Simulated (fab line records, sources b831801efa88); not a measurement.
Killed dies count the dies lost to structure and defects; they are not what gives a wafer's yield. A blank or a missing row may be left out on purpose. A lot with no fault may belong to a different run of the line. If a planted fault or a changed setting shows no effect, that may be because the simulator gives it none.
What tool caused it? || flow gf180mcu || 13 lots with 39 wafers sampled at 5 steps, on a route of 602 steps

## WHAT THE GAUGES SHOWED, per wafer
GF_HV_LDD_TW_MEAS_50. Usual: for HV_LDD_4_TW the level is 567 and the standard deviation is 3.7.
{"lot": "L616", "measured": "day 14 07:09", "on": "film_metro-03", "HV_LDD_4_TW": "571 573 571", "flag": ""}
{"lot": "L618", "measured": "day 15 01:31", "on": "film_metro-03", "HV_LDD_4_TW": "512 510 509", "flag": "OFF"}
{"lot": "L621", "measured": "day 16 02:41", "on": "film_metro-03", "HV_LDD_4_TW": "507 505 507", "flag": "OFF"}
{"lot": "L622", "measured": "day 16 11:38", "on": "film_metro-04", "HV_LDD_4_TW": "561 561 562", "flag": ""}
{"lot": "L623", "measured": "day 16 16:24", "on": "film_metro-03", "HV_LDD_4_TW": "570 567 568", "flag": ""}
{"lot": "L624", "measured": "day 17 00:11", "on": "film_metro-04", "HV_LDD_4_TW": "563 559 564", "flag": ""}
{"lot": "L625", "measured": "day 17 15:23", "on": "film_metro-04", "HV_LDD_4_TW": "564 561 564", "flag": ""}
{"lot": "L626", "measured": "day 17 19:23", "on": "film_metro-01", "HV_LDD_4_TW": "565 565 567", "flag": ""}
{"lot": "L628", "measured": "day 18 10:59", "on": "film_metro-01", "HV_LDD_4_TW": "567 567 570", "flag": ""}
{"lot": "L629", "measured": "day 18 17:26", "on": "film_metro-03", "HV_LDD_4_TW": "568 567 569", "flag": ""}
{"lot": "L630", "measured": "day 18 23:20", "on": "film_metro-04", "HV_LDD_4_TW": "567 565 563", "flag": ""}
{"lot": "L632", "measured": "day 19 13:55", "on": "film_metro-01", "HV_LDD_4_TW": "565 563 565", "flag": ""}
{"lot": "L633", "measured": "day 20 01:59", "on": "film_metro-04", "HV_LDD_4_TW": "567 562 562", "flag": ""}

GF_M2_RS_MEAS_05: uses a four-point probe to measure. Usual: for M2_ALCU_RS the level is 0.0700 ohm/sq and the standard deviation is 0.001.
{"lot": "L616", "measured": "day 20 11:40", "on": "film_metro-02", "M2_ALCU_RS (ohm/sq)": "0.0696 0.0695 0.0693", "flag": ""}
{"lot": "L618", "measured": "day 21 08:33", "on": "film_metro-02", "M2_ALCU_RS (ohm/sq)": "0.0699 0.0707 0.0695", "flag": ""}
{"lot": "L621", "measured": "day 22 10:23", "on": "film_metro-02", "M2_ALCU_RS (ohm/sq)": "0.0694 0.0700 0.0700", "flag": ""}
{"lot": "L622", "measured": "day 22 19:34", "on": "film_metro-03", "M2_ALCU_RS (ohm/sq)": "0.0710 0.0704 0.0702", "flag": ""}
{"lot": "L623", "measured": "day 22 22:20", "on": "film_metro-04", "M2_ALCU_RS (ohm/sq)": "0.0707 0.0706 0.0707", "flag": ""}
{"lot": "L624", "measured": "day 23 09:40", "on": "film_metro-02", "M2_ALCU_RS (ohm/sq)": "0.0691 0.0693 0.0697", "flag": ""}
{"lot": "L625", "measured": "day 23 22:04", "on": "film_metro-02", "M2_ALCU_RS (ohm/sq)": "0.0693 0.0702 0.0686", "flag": ""}
{"lot": "L626", "measured": "day 24 03:04", "on": "film_metro-04", "M2_ALCU_RS (ohm/sq)": "0.0709 0.0708 0.0706", "flag": ""}
{"lot": "L628", "measured": "day 24 17:41", "on": "film_metro-02", "M2_ALCU_RS (ohm/sq)": "0.0708 0.0707 0.0715", "flag": ""}
{"lot": "L629", "measured": "day 25 00:56", "on": "film_metro-02", "M2_ALCU_RS (ohm/sq)": "0.0695 0.0695 0.0691", "flag": ""}
{"lot": "L630", "measured": "day 25 05:20", "on": "film_metro-04", "M2_ALCU_RS (ohm/sq)": "0.0693 0.0701 0.0698", "flag": ""}
{"lot": "L632", "measured": "day 25 18:25", "on": "film_metro-04", "M2_ALCU_RS (ohm/sq)": "0.0706 0.0696 0.0710", "flag": ""}
{"lot": "L633", "measured": "day 26 05:05", "on": "film_metro-02", "M2_ALCU_RS (ohm/sq)": "0.0727 0.0723 0.0718", "flag": ""}

## TOOL THAT RAN EACH LOT (tool first, then ch and the chambers of the sampled wafers, then the start)
{"lot": "L616", "GF_VT_IMPLANT_STRIP_09": "plasma_asher-02 ch 0,1, day 7 07:35", "GF_HV_LDD_IMPLANT_48": "implanter-04 ch 0, day 14 06:56", "GF_M2_SPUTTER_03": "pvd_sputter-03, day 20 11:34"}
{"lot": "L618", "GF_VT_IMPLANT_STRIP_09": "plasma_asher-03 ch 0,1, day 7 18:58", "GF_HV_LDD_IMPLANT_48": "implanter-03 ch 0, day 15 01:16", "GF_M2_SPUTTER_03": "pvd_sputter-04, day 21 08:29"}
{"lot": "L621", "GF_VT_IMPLANT_STRIP_09": "plasma_asher-03 ch 0, day 8 14:09", "GF_HV_LDD_IMPLANT_48": "implanter-03 ch 0, day 16 02:27", "GF_M2_SPUTTER_03": "pvd_sputter-04, day 22 10:19"}
{"lot": "L622", "GF_VT_IMPLANT_STRIP_09": "plasma_asher-03 ch 0,1, day 8 19:33", "GF_HV_LDD_IMPLANT_48": "implanter-02 ch 0, day 16 11:20", "GF_M2_SPUTTER_03": "pvd_sputter-02, day 22 19:31"}
{"lot": "L623", "GF_VT_IMPLANT_STRIP_09": "plasma_asher-01 ch 0,1, day 8 23:36", "GF_HV_LDD_IMPLANT_48": "implanter-02 ch 0, day 16 16:11", "GF_M2_SPUTTER_03": "pvd_sputter-04, day 22 22:14"}
{"lot": "L624", "GF_VT_IMPLANT_STRIP_09": "plasma_asher-03 ch 0,1, day 9 05:16", "GF_HV_LDD_IMPLANT_48": "implanter-02 ch 0, day 16 23:56", "GF_M2_SPUTTER_03": "pvd_sputter-02, day 23 09:36"}
{"lot": "L625", "GF_VT_IMPLANT_STRIP_09": "plasma_asher-01 ch 0,1, day 9 17:31", "GF_HV_LDD_IMPLANT_48": "implanter-02 ch 0, day 17 15:09", "GF_M2_SPUTTER_03": "pvd_sputter-03, day 23 21:59"}
{"lot": "L626", "GF_VT_IMPLANT_STRIP_09": "plasma_asher-02 ch 0,1, day 9 17:58", "GF_HV_LDD_IMPLANT_48": "implanter-02 ch 0, day 17 19:08", "GF_M2_SPUTTER_03": "pvd_sputter-02, day 24 03:00"}
{"lot": "L628", "GF_VT_IMPLANT_STRIP_09": "plasma_asher-02 ch 0,1, day 10 07:38", "GF_HV_LDD_IMPLANT_48": "implanter-03 ch 0, day 18 10:46", "GF_M2_SPUTTER_03": "pvd_sputter-04, day 24 17:35"}
{"lot": "L629", "GF_VT_IMPLANT_STRIP_09": "plasma_asher-03 ch 0,1, day 10 13:34", "GF_HV_LDD_IMPLANT_48": "implanter-02 ch 0, day 18 17:11", "GF_M2_SPUTTER_03": "pvd_sputter-02, day 25 00:52"}
{"lot": "L630", "GF_VT_IMPLANT_STRIP_09": "plasma_asher-01 ch 0,1, day 10 17:21", "GF_HV_LDD_IMPLANT_48": "implanter-02 ch 0, day 18 23:07", "GF_M2_SPUTTER_03": "pvd_sputter-03, day 25 05:14"}
{"lot": "L632", "GF_VT_IMPLANT_STRIP_09": "plasma_asher-01 ch 0,1, day 11 03:40", "GF_HV_LDD_IMPLANT_48": "implanter-03 ch 0, day 19 13:41", "GF_M2_SPUTTER_03": "pvd_sputter-04, day 25 18:20"}
{"lot": "L633", "GF_VT_IMPLANT_STRIP_09": "plasma_asher-02 ch 0,1, day 11 11:28", "GF_HV_LDD_IMPLANT_48": "implanter-03 ch 0, day 20 01:45", "GF_M2_SPUTTER_03": "pvd_sputter-04, day 26 05:00"}
- GF_VT_IMPLANT_STRIP_09: strips in O2/N2.
- GF_HV_LDD_IMPLANT_48
- GF_M2_SPUTTER_03: material Ti, target thk 10 nm, time 6.7 s.

## WHAT THE TOOLS THEMSELVES READ (means of the sampled wafers that have a number; where no wafer has one, the mark that the record gives instead)
GF_VT_IMPLANT_STRIP_09. Usual: drypump_motor_current_A 5.9 A, standard deviation 0.51; heater_power_w 326 W, standard deviation 26; oes_product_au 0.716 a.u., standard deviation 0.0046; strip_time_to_endpoint_s 12.62 s, standard deviation 0.03.
{"lot": "L616", "tool": "plasma_asher-02", "drypump_motor_current_A (A)": 6.1, "heater_power_w (W)": 334, "oes_product_au (a.u.)": 0.718, "strip_time_to_endpoint_s (s)": 12.61, "flag": ""}
{"lot": "L618", "tool": "plasma_asher-03", "drypump_motor_current_A (A)": 5.4, "heater_power_w (W)": 340, "oes_product_au (a.u.)": 0.720, "strip_time_to_endpoint_s (s)": 12.63, "flag": ""}
{"lot": "L621", "tool": "plasma_asher-03", "drypump_motor_current_A (A)": 4.8, "heater_power_w (W)": 365, "oes_product_au (a.u.)": 0.717, "strip_time_to_endpoint_s (s)": 12.65, "flag": ""}
{"lot": "L622", "tool": "plasma_asher-03", "drypump_motor_current_A (A)": 5.3, "heater_power_w (W)": 347, "oes_product_au (a.u.)": 0.718, "strip_time_to_endpoint_s (s)": 12.64, "flag": ""}
{"lot": "L623", "tool": "plasma_asher-01", "drypump_motor_current_A (A)": 5.8, "heater_power_w (W)": 314, "oes_product_au (a.u.)": 0.714, "strip_time_to_endpoint_s (s)": 12.63, "flag": ""}
{"lot": "L624", "tool": "plasma_asher-03", "drypump_motor_current_A (A)": 5.4, "heater_power_w (W)": 347, "oes_product_au (a.u.)": 0.720, "strip_time_to_endpoint_s (s)": 12.67, "flag": ""}
{"lot": "L625", "tool": "plasma_asher-01", "drypump_motor_current_A (A)": 6.1, "heater_power_w (W)": 293, "oes_product_au (a.u.)": 0.715, "strip_time_to_endpoint_s (s)": 12.61, "flag": ""}
{"lot": "L626", "tool": "plasma_asher-02", "drypump_motor_current_A (A)": 6.0, "heater_power_w (W)": 347, "oes_product_au (a.u.)": 0.718, "strip_time_to_endpoint_s (s)": 12.59, "flag": ""}
{"lot": "L628", "tool": "plasma_asher-02", "drypump_motor_current_A (A)": 6.1, "heater_power_w (W)": 340, "oes_product_au (a.u.)": 0.713, "strip_time_to_endpoint_s (s)": 12.56, "flag": ""}
{"lot": "L629", "tool": "plasma_asher-03", "drypump_motor_current_A (A)": 5.9, "heater_power_w (W)": 327, "oes_product_au (a.u.)": 0.717, "strip_time_to_endpoint_s (s)": 12.65, "flag": ""}
{"lot": "L630", "tool": "plasma_asher-01", "drypump_motor_current_A (A)": 5.8, "heater_power_w (W)": 310, "oes_product_au (a.u.)": 0.720, "strip_time_to_endpoint_s (s)": 12.60, "flag": ""}
{"lot": "L632", "tool": "plasma_asher-01", "drypump_motor_current_A (A)": 5.8, "heater_power_w (W)": 307, "oes_product_au (a.u.)": 0.717, "strip_time_to_endpoint_s (s)": 12.68, "flag": ""}
{"lot": "L633", "tool": "plasma_asher-02", "drypump_motor_current_A (A)": 6.1, "heater_power_w (W)": 344, "oes_product_au (a.u.)": 0.716, "strip_time_to_endpoint_s (s)": 12.65, "flag": ""}

GF_HV_LDD_IMPLANT_48. Usual: 9.99 s for beam_on_s, sd 0.22.
{"lot": "L616", "tool": "implanter-04", "beam_on_s (s)": 9.92, "flag": ""}
{"lot": "L618", "tool": "implanter-03", "beam_on_s (s)": 9.90, "flag": ""}
{"lot": "L621", "tool": "implanter-03", "beam_on_s (s)": 9.99, "flag": ""}
{"lot": "L622", "tool": "implanter-02", "beam_on_s (s)": 9.98, "flag": ""}
{"lot": "L623", "tool": "implanter-02", "beam_on_s (s)": 9.97, "flag": ""}
{"lot": "L624", "tool": "implanter-02", "beam_on_s (s)": 9.98, "flag": ""}
{"lot": "L625", "tool": "implanter-02", "beam_on_s (s)": 10.29, "flag": ""}
{"lot": "L626", "tool": "implanter-02", "beam_on_s (s)": 9.84, "flag": ""}
{"lot": "L628", "tool": "implanter-03", "beam_on_s (s)": 9.98, "flag": ""}
{"lot": "L629", "tool": "implanter-02", "beam_on_s (s)": 9.95, "flag": ""}
{"lot": "L630", "tool": "implanter-02", "beam_on_s (s)": 9.91, "flag": ""}
{"lot": "L632", "tool": "implanter-03", "beam_on_s (s)": 10.04, "flag": ""}
{"lot": "L633", "tool": "implanter-03", "beam_on_s (s)": 10.06, "flag": ""}

GF_M2_SPUTTER_03. Usual: 30.4 % for throttle_valve_pct, sd 1.
{"lot": "L616", "tool": "pvd_sputter-03", "throttle_valve_pct (%)": 30.4, "flag": ""}
{"lot": "L618", "tool": "pvd_sputter-04", "throttle_valve_pct (%)": 29.9, "flag": ""}
{"lot": "L621", "tool": "pvd_sputter-04", "throttle_valve_pct (%)": 30.0, "flag": ""}
{"lot": "L622", "tool": "pvd_sputter-02", "throttle_valve_pct (%)": 31.9, "flag": ""}
{"lot": "L623", "tool": "pvd_sputter-04", "throttle_valve_pct (%)": 30.5, "flag": ""}
{"lot": "L624", "tool": "pvd_sputter-02", "throttle_valve_pct (%)": 31.1, "flag": ""}
{"lot": "L625", "tool": "pvd_sputter-03", "throttle_valve_pct (%)": 30.0, "flag": ""}
{"lot": "L626", "tool": "pvd_sputter-02", "throttle_valve_pct (%)": 31.4, "flag": ""}
{"lot": "L628", "tool": "pvd_sputter-04", "throttle_valve_pct (%)": 29.1, "flag": ""}
{"lot": "L629", "tool": "pvd_sputter-02", "throttle_valve_pct (%)": 30.6, "flag": ""}
{"lot": "L630", "tool": "pvd_sputter-03", "throttle_valve_pct (%)": 29.1, "flag": ""}
{"lot": "L632", "tool": "pvd_sputter-04", "throttle_valve_pct (%)": 29.9, "flag": ""}
{"lot": "L633", "tool": "pvd_sputter-04", "throttle_valve_pct (%)": 29.5, "flag": ""}

## THE ANSWER, worked out from the rows above alone
Rule: a lot counts as off when the mean over its wafers that have a number is more than 3 standard deviations away from the usual mean. A lot without any number at a reading at which 4 lots or more have one is off too. All remaining lots with rows at the step are treated as sound. The gauges are gone through in route order, then the tools' own readings, and for those a lot's mean is taken as printed above. At the first step where some lot is off, the reading lying furthest off is the one used; lots without a number count as furthest.
Off: L618, L621, seen at GF_HV_LDD_TW_MEAS_50 (HV_LDD_4_TW).
If a tool, at a process step before that reading, ran all the lots that are off and no sound lot after the first of them, it fits. The gauges at GF_HV_LDD_TW_MEAS_50 are tried like those tools. No candidate that was tried fits.

## WHAT THE SIMULATOR HAD INSERTED
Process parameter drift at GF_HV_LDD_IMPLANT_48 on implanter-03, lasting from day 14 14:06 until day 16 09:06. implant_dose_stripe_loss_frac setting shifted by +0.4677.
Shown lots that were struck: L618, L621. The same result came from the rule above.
